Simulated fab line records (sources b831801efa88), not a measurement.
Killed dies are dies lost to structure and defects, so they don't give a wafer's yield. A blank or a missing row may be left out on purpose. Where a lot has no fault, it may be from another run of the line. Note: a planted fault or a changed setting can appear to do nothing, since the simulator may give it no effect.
Chamber matching	flow sky130	SKY_VIA1_CMP_02 on cmp-02 has 4 sister chambers
The step polishes SiO2. 8 wafers are shown with their chamber, then 8 later ones without.

EACH WAFER AND ITS CHAMBER
wafer	chamber	motorCurrentA (A)	platenRpm (rpm)
L700.5	1	10.7	60.02
L704.5	0	13.6	60.01
L704.6	3	12.6	59.97
L706.5	1	11.0	60.00
L709.1	3	13.1	60.10
L709.3	2	11.6	59.99
L709.6	0	13.6	60.02
L711.1	2	12.2	59.97

WAFERS WITHOUT THEIR CHAMBER
wafer	motorCurrentA (A)	platenRpm (rpm)
L711.5	13.7	60.02
L711.6	11.5	59.90
L714.3	12.8	60.05
L714.4	11.2	60.00
L714.5	13.1	59.95
L715.1	11.5	60.01
L715.3	11.4	60.05
L715.5	11.7	60.06

CHAMBER TAKEN BY EACH
wafer	from the rows above	in truth
L711.5	0	0
L711.6	can't be placed: 2 or 1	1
L714.3	3	3
L714.4	can't be placed: 1 or 2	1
L714.5	can't be placed: 3 or 0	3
L715.1	can't be placed: 2 or 1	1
L715.3	can't be placed: 1 or 2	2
L715.5	can't be placed: 2 or 1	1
2 of 8 placed correctly. Cannot be placed on the basis of these rows: 6; the candidates contain the true chamber in 6. Number placed wrongly: 0.
How it was worked out, from the rows above alone: a wafer's distance from a chamber is the root of the sum, over the readings, of the square of ((its reading less the chamber's mean) divided by the reading's scatter). If the next closest chamber is less than 2 further off than the closest, the wafer can't be placed; otherwise it belongs to the closest. For every chamber, the mean is computed from those of its wafers that are shown. The scatter is the square root of a quotient: the sum, over the shown wafers, of each reading's squared deviation from its chamber's mean, divided by wafers minus chambers.
